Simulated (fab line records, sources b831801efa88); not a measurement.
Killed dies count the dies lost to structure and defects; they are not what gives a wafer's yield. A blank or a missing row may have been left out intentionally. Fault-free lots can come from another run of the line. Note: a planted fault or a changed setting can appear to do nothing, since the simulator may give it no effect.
fab line records ; flow sfqLine
record: lots: 14; wafers: 42; lastDay: 87
route steps=325 shown M0@38 M1@70 I1@74 M4@149
lots untouched by any fault: they come from a run of this same line in which no faults occurred
startH: hours from the record's opening day to when the first of the lot's shown wafers began ; waitH: time in hours since the lot's previous step ; " as in the row above ; L1.1+2: one row covering several wafers at once ; - no value, or no start given ; * or withheld: withheld ; < > ~ a bound
route shown NAME@n: a module of which the file shows steps, and the number in the route of the first ; usual: the fault-free wafers' mean and standard deviation ; same: alike in all rows ; chamber/n: place in a boat ; sites: readings site by site ; _std_site: how widely they spread, as a standard deviation ; _edge_site: the outer-site mean with the inner-site mean subtracted ; radiusMm: for every site, how far away it sits from the centre of the wafer ; mask NAME#n: copy n ; behind: the last tool/chamber to shape the wafer ; hold: cause of the lot's hold/its duration in hours/its outcome ; device: whichever transistor did not switch (one of n, p or np) ; end of line: tests run on the same wafers once the route is complete ; for a step that has no rows: nothing shown but its recipe ; killed: count of dies lost to structure and defects at first sort (not the wafer's yield) ; map: the dies of a wafer, with x for killed, . for not killed, _ for no die there
set.NAME: the run value of the setting; set.NAME@STEP: its run value at that earlier step ; model.NAME: the simulator's own value behind a step, which no gauge read
steps of the route over a sample of lots; a table a step, a row a wafer
services: when a tool's chamber went out of use (startH, in hours from the record's first day, below 0 if earlier), for how many hours, and the reason
== steps ==
step: SFQ_M0_OVL_MEAS_906
usual: M0_OVL: -2/6.3
lot.wafer;tool;chamber;startH;waitH;M0_OVL[nm]
L634.2;overlay-01;-;271.65;0.1;-3
L634.4;overlay-01;-;271.65;0.1;1
L634.5;overlay-01;-;271.65;0.1;-6
L635.3;overlay-01;-;281.99;0.1;0
L635.4;overlay-01;-;281.99;0.1;-1
L635.5;overlay-01;-;281.99;0.1;0
L636.2;overlay-02;-;294.55;0.1;0
L636.4;overlay-02;-;294.55;0.1;1
L636.5;overlay-02;-;294.55;0.1;4
L637.2;overlay-02;-;301.04;0.1;3
L637.5;overlay-02;-;301.04;0.1;4
L637.6;overlay-02;-;301.04;0.1;6
L638.3;overlay-01;-;306.56;0.1;9
L638.5;overlay-01;-;306.56;0.1;8
L638.6;overlay-01;-;306.56;0.1;8
L648.2;overlay-01;-;388.29;0.1;-5
L648.3;overlay-01;-;388.29;0.1;-11
L648.4;overlay-01;-;388.29;0.1;-7
L649.3;overlay-02;-;407.06;0.1;-5
L649.4;overlay-02;-;407.06;0.1;-11
L649.5;overlay-02;-;407.06;0.1;-7
L651.2;overlay-02;-;427.40;0.1;0
L651.4;overlay-02;-;427.40;0.1;3
L651.6;overlay-02;-;427.40;0.1;-1
L652.1;overlay-01;-;435.79;0.1;-5
L652.2;overlay-01;-;435.79;0.1;-4
L652.5;overlay-01;-;435.79;0.1;-8
L653.1;overlay-01;-;452.99;0.1;-11
L653.2;overlay-01;-;452.99;0.1;-7
L653.3;overlay-01;-;452.99;0.1;-12
L654.2;overlay-02;-;455.39;0.1;-4
L654.3;overlay-02;-;455.39;0.1;3
L654.6;overlay-02;-;455.39;0.1;-1
L655.1;overlay-01;-;462.59;0.1;1
L655.2;overlay-01;-;462.59;0.1;5
L655.3;overlay-01;-;462.59;0.1;1
L656.2;overlay-01;-;472.19;0.1;2
L656.5;overlay-01;-;472.19;0.1;10
L656.6;overlay-01;-;472.19;0.1;4
L657.3;overlay-02;-;479.40;0.1;-2
L657.5;overlay-02;-;479.40;0.1;-6
L657.6;overlay-02;-;479.40;0.1;-1
step: SFQ_TRILAYER_M1_ETCH_METAL_ETCH_042
recipe: target: Nb; stopOn: SiO2; maskMaterial: PR; chemistry: Cl2/Ar; targetDepthNm: 240; icpW: 600; biasW: 80; pressureMtorr: 10; timeS: 120
usual: drypumpMotorCurrentA: 5.8/0.38; oesProductAu: 0.891/0.0072; rfFwdPowerW: 596.5/2
lot.wafer;tool;chamber;startH;waitH;drypumpMotorCurrentA;oesProductAu;rfFwdPowerW;rfHoursCounterH
L634.2;rieMetal-02;1;565.33;0.0;6.5;0.891;599.2;38
L634.4;rieMetal-02;1;565.33;0.0;6.5;0.883;598.1;-
L634.5;rieMetal-02;0;565.33;0.0;5.6;0.892;598.9;-
L635.3;rieMetal-03;0;591.78;0.1;5.6;0.891;596.8;-
L635.4;rieMetal-03;1;591.78;0.1;6.1;0.900;591.2;-
L635.5;rieMetal-03;0;591.78;0.1;5.5;0.894;595.0;-
L636.2;rieMetal-03;1;599.15;0.0;6.1;0.893;593.2;29
L636.4;rieMetal-03;1;599.15;0.0;6.1;0.875;594.4;-
L636.5;rieMetal-03;1;599.15;0.0;6.1;0.874;594.3;-
L637.2;rieMetal-03;1;606.35;0.0;6.1;0.888;596.6;30
L637.5;rieMetal-03;0;606.35;0.0;5.6;0.888;502.1;-
L637.6;rieMetal-03;1;606.35;0.0;6.1;0.883;596.4;-
L638.3;rieMetal-03;1;614.79;0.1;6.2;0.894;597.2;-
L638.5;rieMetal-03;0;614.79;0.1;5.6;0.902;500.9;-
L638.6;rieMetal-03;1;614.79;0.1;6.1;0.890;599.3;-
L648.2;rieMetal-04;0;685.48;0.0;5.9;0.896;592.7;45
L648.3;rieMetal-04;1;685.48;0.0;5.3;0.889;596.7;-
L648.4;rieMetal-04;0;685.48;0.0;5.9;0.905;595.3;-
L649.3;rieMetal-02;0;704.57;0.1;5.6;0.894;595.6;-
L649.4;rieMetal-02;1;704.57;0.1;6.5;0.896;596.3;-
L649.5;rieMetal-02;0;704.57;0.1;5.6;0.897;597.9;-
L651.2;rieMetal-04;0;718.05;0.0;5.9;0.906;595.0;51
L651.4;rieMetal-04;0;718.05;0.0;5.9;0.902;595.9;-
L651.6;rieMetal-04;1;718.05;0.0;5.3;0.903;595.7;-
L652.1;rieMetal-02;0;726.45;0.0;5.6;0.886;597.8;37
L652.2;rieMetal-02;1;726.45;0.0;6.5;0.887;596.7;62
L652.5;rieMetal-02;0;726.45;0.0;5.6;0.893;595.9;-
L653.1;rieMetal-03;0;737.25;0.0;5.6;0.889;595.6;72
L653.2;rieMetal-03;1;737.25;0.0;6.1;0.890;597.7;51
L653.3;rieMetal-03;0;737.25;0.0;5.6;0.888;597.9;-
L654.2;rieMetal-03;0;739.65;0.0;5.6;0.887;596.4;72
L654.3;rieMetal-03;0;739.65;0.0;5.6;0.902;598.3;-
L654.6;rieMetal-03;0;739.65;0.0;5.6;0.902;597.3;-
L655.1;rieMetal-03;0;745.65;0.0;5.6;0.891;596.5;74
L655.2;rieMetal-03;1;745.65;0.0;6.1;0.878;596.8;53
L655.3;rieMetal-03;1;745.65;0.0;6.1;0.885;594.5;-
L656.2;rieMetal-04;0;752.85;0.0;5.9;0.887;596.8;57
L656.5;rieMetal-04;1;752.85;0.0;5.3;0.895;596.3;-
L656.6;rieMetal-04;0;752.85;0.0;5.9;0.885;596.1;-
L657.3;rieMetal-03;1;758.89;0.1;6.1;0.890;598.8;-
L657.5;rieMetal-03;0;758.89;0.1;5.6;0.892;597.6;-
L657.6;rieMetal-03;1;758.89;0.1;6.1;0.888;600.3;-
step: SFQ_TRILAYER_I1_CMP_CMP_046
recipe: material: SiO2; downForcePsi: 3; platenRpm: 60; padVelocityMS: 0.94248
usual: motorCurrentA: 10.2/1.1; timeToEndpointS: 213/6.3
lot.wafer;tool;chamber;startH;waitH;motorCurrentA;timeToEndpointS
L634.2;cmp-02;2;567.31;1.0;10.6;209
L634.4;cmp-02;3;567.31;1.0;8.7;202
L634.5;cmp-02;1;568.81;2.5;9.6;215
L635.3;cmp-01;1;593.21;0.5;11.8;218
L635.4;cmp-01;3;594.21;1.5;11.1;224
L635.5;cmp-01;0;594.21;1.5;9.8;225
L636.2;cmp-01;3;600.15;0.0;10.8;219
L636.4;cmp-01;1;601.15;1.0;12.3;224
L636.5;cmp-01;0;602.65;2.5;9.2;222
L637.2;cmp-02;2;609.71;2.4;10.6;220
L637.6;cmp-02;1;611.21;3.9;10.2;230
L637.5;cmp-02;2;611.21;3.9;10.5;226
L638.3;cmp-02;0;616.23;0.5;9.9;204
L638.5;cmp-02;3;617.73;2.0;8.0;209
L638.6;cmp-02;0;617.73;2.0;9.3;202
L648.3;cmp-01;2;712.15;25.7;11.7;210
L648.4;cmp-01;3;712.15;25.7;11.0;216
L648.2;cmp-01;1;713.65;27.2;11.8;210
L649.3;cmp-02;0;730.21;24.7;9.8;203
L649.4;cmp-02;1;730.21;24.7;9.9;212
L649.5;cmp-02;1;732.71;27.2;9.2;210
L651.4;cmp-02;0;742.71;23.7;10.4;217
L651.2;cmp-02;2;743.71;24.7;10.1;215
L651.6;cmp-02;0;744.71;25.7;9.9;211
L652.2;cmp-01;2;751.15;23.8;11.2;203
L652.1;cmp-01;0;752.15;24.8;9.2;206
L652.5;cmp-01;3;753.65;26.2;10.8;220
L653.3;cmp-02;2;764.21;26.0;10.8;206
L653.2;cmp-02;3;764.21;26.0;8.8;199
L653.1;cmp-02;1;765.71;27.5;9.1;203
L654.3;cmp-02;2;768.21;27.6;10.7;217
L654.2;cmp-02;3;768.21;27.6;8.3;202
L654.6;cmp-02;1;769.71;29.0;9.8;213
L655.3;cmp-01;2;775.15;28.5;11.6;204
L655.1;cmp-01;3;775.15;28.5;11.6;203
L655.2;cmp-01;0;775.15;28.5;9.3;212
L656.2;cmp-01;3;785.15;31.4;11.1;212
L656.5;cmp-01;1;786.15;32.3;11.4;218
L656.6;cmp-01;2;786.15;32.3;11.3;220
L657.3;cmp-02;0;791.21;31.4;9.9;206
L657.5;cmp-02;0;793.21;33.4;9.8;213
L657.6;cmp-02;1;793.21;33.4;9.3;219
step: SFQ_TRILAYER_M4_DEP_SPUTTER_091
recipe: material: Nb; basePressurePa: 1.33e-06; chamberPressurePa: 0.1333; substrateTempC: 20; resputterCathodeVoltageV: 400; targetThkNm: 200; powerW: 2000; timeS: 133.3
usual: basePressurePa: 1.32e-06/9.4e-08; throttleValvePct: 29.7/0.64
lot.wafer;tool;chamber;startH;waitH;basePressurePa;throttleValvePct
L634.2;pvdSputter-04;-;890.95;0.0;1.33e-06;30.6
L634.4;pvdSputter-04;-;890.95;0.0;1.24e-06;28.9
L634.5;pvdSputter-04;-;890.95;0.0;1.34e-06;30.1
L635.3;pvdSputter-04;-;939.32;0.0;1.45e-06;29.6
L635.4;pvdSputter-04;-;939.32;0.0;1.36e-06;30.3
L635.5;pvdSputter-04;-;939.32;0.0;1.3e-06;30.3
L636.2;pvdSputter-04;-;943.92;0.0;1.4e-06;30.2
L636.4;pvdSputter-04;-;943.92;0.0;1.39e-06;29.6
L636.5;pvdSputter-04;-;943.92;0.0;1.31e-06;29.5
L637.2;pvdSputter-06;-;947.52;0.0;1.56e-06;29.4
L637.5;pvdSputter-06;-;947.52;0.0;1.43e-06;29.2
L637.6;pvdSputter-06;-;947.52;0.0;1.35e-06;29.5
L638.3;pvdSputter-03;-;950.12;0.0;1.51e-06;29.4
L638.5;pvdSputter-03;-;950.12;0.0;1.27e-06;30.0
L638.6;pvdSputter-03;-;950.12;0.0;1.13e-06;31.3
L648.2;pvdSputter-04;-;1126.90;0.0;1.32e-06;29.4
L648.3;pvdSputter-04;-;1126.90;0.0;1.36e-06;30.6
L648.4;pvdSputter-04;-;1126.90;0.0;1.32e-06;28.6
L649.3;pvdSputter-03;-;1129.90;0.0;1.33e-06;28.9
L649.4;pvdSputter-03;-;1129.90;0.0;1.33e-06;31.1
L649.5;pvdSputter-03;-;1129.90;0.0;1.55e-06;29.1
L651.2;pvdSputter-04;-;1257.01;0.0;1.34e-06;29.7
L651.4;pvdSputter-04;-;1257.01;0.0;1.28e-06;30.6
L651.6;pvdSputter-04;-;1257.01;0.0;1.25e-06;30.4
L652.1;pvdSputter-06;-;1259.41;0.0;1.23e-06;30.0
L652.2;pvdSputter-06;-;1259.41;0.0;1.33e-06;29.7
L652.5;pvdSputter-06;-;1259.41;0.0;1.1e-06;29.6
L653.1;pvdSputter-06;-;1296.71;0.0;1.34e-06;29.8
L653.2;pvdSputter-06;-;1296.71;0.0;1.33e-06;29.6
L653.3;pvdSputter-06;-;1296.71;0.0;1.46e-06;29.6
L654.2;pvdSputter-04;-;1298.36;0.0;1.31e-06;30.6
L654.3;pvdSputter-04;-;1298.36;0.0;1.5e-06;30.5
L654.6;pvdSputter-04;-;1298.36;0.0;1.41e-06;28.9
L655.1;pvdSputter-06;-;1303.76;0.0;1.44e-06;28.8
L655.2;pvdSputter-06;-;1303.76;0.0;1.25e-06;29.6
L655.3;pvdSputter-06;-;1303.76;0.0;1.32e-06;29.5
L656.2;pvdSputter-06;-;1320.09;0.0;1.33e-06;29.8
L656.5;pvdSputter-06;-;1320.09;0.0;1.28e-06;29.6
L656.6;pvdSputter-06;-;1320.09;0.0;1.38e-06;29.8
L657.3;pvdSputter-04;-;1443.87;0.0;1.29e-06;29.7
L657.5;pvdSputter-04;-;1443.87;0.0;1.37e-06;29.0
L657.6;pvdSputter-04;-;1443.87;0.0;1.36e-06;29.8
== services ==
tool;chamber;startH;hours;kind
rieMetal-03;-;544.05;1.4;repair
rieMetal-03;-;628.69;0.4;repair
rieMetal-03;1;659.17;1.6;repair
rieMetal-03;0;688.31;6.8;repair
cmp-02;-;698.15;5.1;pm
cmp-02;-;751.21;4.0;pm
cmp-02;-;803.21;6.4;pm
cmp-02;-;875.63;10.5;pm
cmp-02;-;913.36;0.6;repair
cmp-02;-;983.30;0.7;repair
rieMetal-03;-;994.66;2.8;pm
rieMetal-03;0;1009.15;10.0;repair
cmp-02;-;1071.37;1.0;repair
cmp-02;-;1091.21;4.0;pm
cmp-02;-;1092.74;9.9;repair
cmp-02;-;1107.90;2.4;repair
cmp-02;-;1170.33;4.4;pm
cmp-02;-;1230.56;1.1;repair
cmp-02;-;1251.88;2.5;repair
cmp-02;-;1286.89;3.9;repair
cmp-02;-;1351.83;7.3;pm
cmp-02;-;1360.45;2.6;repair
cmp-02;-;1365.60;1.1;repair
cmp-02;-;1391.29;0.7;repair
== key ==
firstSign: step: SFQ_TRILAYER_M1_ETCH_METAL_ETCH_042; reading: rfFwdPowerW; direction: down; sigmas: 48; usual: 596.5; struck: 501.5
effect none on later readings
metAt SFQ_TRILAYER_M1_ETCH_METAL_ETCH_042
struckLots L637,L638
struckWafers L637.5,L638.5
notActingAt SFQ_M0_OVL_MEAS_906,SFQ_TRILAYER_I1_CMP_CMP_046,SFQ_TRILAYER_M4_DEP_SPUTTER_091
onsetBetween 591.78 606.35
fault: kind: processParameterDrift; tool: rieMetal-03; chamber: 0; onsetH: 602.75; steps: SFQ_TRILAYER_M1_ETCH_METAL_ETCH_042; channel: icpW; offset: -96; shape: step; endH: 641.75; actsIn: theseRecipesOnly; stated: 600
